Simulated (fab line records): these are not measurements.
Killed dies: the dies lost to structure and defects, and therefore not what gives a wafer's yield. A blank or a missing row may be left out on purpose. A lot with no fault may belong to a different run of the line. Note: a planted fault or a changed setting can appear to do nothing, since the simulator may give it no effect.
Which of the tools did it? :: flow sfq_line :: at 1 step of a route of 325, 14 lots with 42 wafers sampled

== WHAT THE GAUGES SHOWED, per wafer ==
The record lacks any reading of a measuring or inspecting step that a usual standard deviation could be used to judge.

== TOOL THAT RAN EACH LOT (tool first, then ch and the chambers of the sampled wafers, then the start) ==
lot: L232
SFQ_TRILAYER_I2_VIA_BARC_OPEN_VIA_ETCH_096: rie_diel-01 ch 1,2, day 43 17:00

lot: L233
SFQ_TRILAYER_I2_VIA_BARC_OPEN_VIA_ETCH_096: rie_diel-04 ch 1,2,3, day 44 10:48

lot: L235
SFQ_TRILAYER_I2_VIA_BARC_OPEN_VIA_ETCH_096: rie_diel-04 ch 0,1,2, day 44 23:55

lot: L236
SFQ_TRILAYER_I2_VIA_BARC_OPEN_VIA_ETCH_096: rie_diel-01 ch 1,3, day 45 11:55

lot: L237
SFQ_TRILAYER_I2_VIA_BARC_OPEN_VIA_ETCH_096: rie_diel-04 ch 1,3, day 45 23:55

lot: L238
SFQ_TRILAYER_I2_VIA_BARC_OPEN_VIA_ETCH_096: rie_diel-04 ch 0,1,2, day 46 11:55

lot: L239
SFQ_TRILAYER_I2_VIA_BARC_OPEN_VIA_ETCH_096: rie_diel-04 ch 2,3, day 46 17:55

lot: L240
SFQ_TRILAYER_I2_VIA_BARC_OPEN_VIA_ETCH_096: rie_diel-04 ch 1,3, day 47 02:19

lot: L242
SFQ_TRILAYER_I2_VIA_BARC_OPEN_VIA_ETCH_096: rie_diel-04 ch 1,2,3, day 47 14:19

lot: L243
SFQ_TRILAYER_I2_VIA_BARC_OPEN_VIA_ETCH_096: rie_diel-04 ch 0,1,3, day 47 22:37

lot: L245
SFQ_TRILAYER_I2_VIA_BARC_OPEN_VIA_ETCH_096: rie_diel-04 ch 0,1,2, day 48 07:01

lot: L247
SFQ_TRILAYER_I2_VIA_BARC_OPEN_VIA_ETCH_096: rie_diel-04 ch 0,1,2, day 49 10:37

lot: L249
SFQ_TRILAYER_I2_VIA_BARC_OPEN_VIA_ETCH_096: rie_diel-04 ch 0,1,3, day 50 10:45

lot: L254
SFQ_TRILAYER_I2_VIA_BARC_OPEN_VIA_ETCH_096: rie_diel-01 ch 0,1,2, day 52 12:12
- SFQ_TRILAYER_I2_VIA_BARC_OPEN_VIA_ETCH_096: etches BARC in O2, target depth 125 nm, time 40.49 s.

== WHAT THE TOOLS THEMSELVES READ (means of the sampled wafers that have a number; where no wafer has one, the mark that the record gives instead) ==
SFQ_TRILAYER_I2_VIA_BARC_OPEN_VIA_ETCH_096. Usual: drypump_motor_current_A 5.9 A, standard deviation 0.36; oes_product_au 0.694 a.u., standard deviation 0.0044; rf_fwd_power_W 495.2 W, standard deviation 1.9.
lot: L232
tool: rie_diel-01
drypump_motor_current_A (A): 6.1
oes_product_au (a.u.): 0.691
rf_fwd_power_W (W): 494.9
flag: 

lot: L233
tool: rie_diel-04
drypump_motor_current_A (A): 5.7
oes_product_au (a.u.): 0.695
rf_fwd_power_W (W): 495.6
flag: 

lot: L235
tool: rie_diel-04
drypump_motor_current_A (A): 5.8
oes_product_au (a.u.): 0.694
rf_fwd_power_W (W): 494.4
flag: 

lot: L236
tool: rie_diel-01
drypump_motor_current_A (A): 5.8
oes_product_au (a.u.): 0.695
rf_fwd_power_W (W): 495.7
flag: 

lot: L237
tool: rie_diel-04
drypump_motor_current_A (A): 5.4
oes_product_au (a.u.): 0.695
rf_fwd_power_W (W): 496.3
flag: 

lot: L238
tool: rie_diel-04
drypump_motor_current_A (A): 5.8
oes_product_au (a.u.): 0.698
rf_fwd_power_W (W): 495.5
flag: 

lot: L239
tool: rie_diel-04
drypump_motor_current_A (A): 5.8
oes_product_au (a.u.): 0.692
rf_fwd_power_W (W): 495.5
flag: 

lot: L240
tool: rie_diel-04
drypump_motor_current_A (A): 5.5
oes_product_au (a.u.): 0.697
rf_fwd_power_W (W): 494.5
flag: 

lot: L242
tool: rie_diel-04
drypump_motor_current_A (A): 5.7
oes_product_au (a.u.): 0.694
rf_fwd_power_W (W): 495.2
flag: 

lot: L243
tool: rie_diel-04
drypump_motor_current_A (A): 5.6
oes_product_au (a.u.): 0.693
rf_fwd_power_W (W): 495.3
flag: 

lot: L245
tool: rie_diel-04
drypump_motor_current_A (A): 5.8
oes_product_au (a.u.): 0.692
rf_fwd_power_W (W): 494.7
flag: 

lot: L247
tool: rie_diel-04
drypump_motor_current_A (A): 5.8
oes_product_au (a.u.): 0.695
rf_fwd_power_W (W): 576.0
flag: OFF

lot: L249
tool: rie_diel-04
drypump_motor_current_A (A): 5.6
oes_product_au (a.u.): 0.692
rf_fwd_power_W (W): 574.8
flag: OFF

lot: L254
tool: rie_diel-01
drypump_motor_current_A (A): 5.8
oes_product_au (a.u.): 0.696
rf_fwd_power_W (W): 493.4
flag: 

== THE ANSWER, worked out from the rows above alone ==
Rule: a lot counts as off when the mean over its wafers that have a number is more than 3 standard deviations away from the usual mean. A lot without any number at a reading at which 4 lots or more have one is off too. Where the step has rows for the other lots, those lots are counted as sound. The gauges are gone through in route order, then the tools' own readings, and for those a lot's mean is taken as printed above. The first step at which some lot is off is used, and at that step the reading that is off furthest; a lot without a number counts as furthest.
Off at SFQ_TRILAYER_I2_VIA_BARC_OPEN_VIA_ETCH_096 (rf_fwd_power_W): L247, L249.
A tool fits if, at that step or a process step before it, it ran every lot that is off, and no sound lot after the first of them. One fits: SFQ_TRILAYER_I2_VIA_BARC_OPEN_VIA_ETCH_096 on rie_diel-04. Its last sound lot is L245 (day 48 07:01), its first lot that is off L247 (day 49 10:37): a fault that began between those two fits.
On the lots that are off, the tool's own readings at SFQ_TRILAYER_I2_VIA_BARC_OPEN_VIA_ETCH_096 differ by more than 5 times the standard deviation of the sound lots' means, which bears it out; rf_fwd_power_W reads 575.4 W there versus 495.1 W on the sound lots.

== WHAT THE SIMULATOR PUT IN ==
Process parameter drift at SFQ_TRILAYER_I2_VIA_BARC_OPEN_VIA_ETCH_096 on rie_diel-04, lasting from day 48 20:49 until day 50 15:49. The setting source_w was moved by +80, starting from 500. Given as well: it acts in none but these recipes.
Shown lots that were struck: L247, L249. This agrees with what the rule above found.
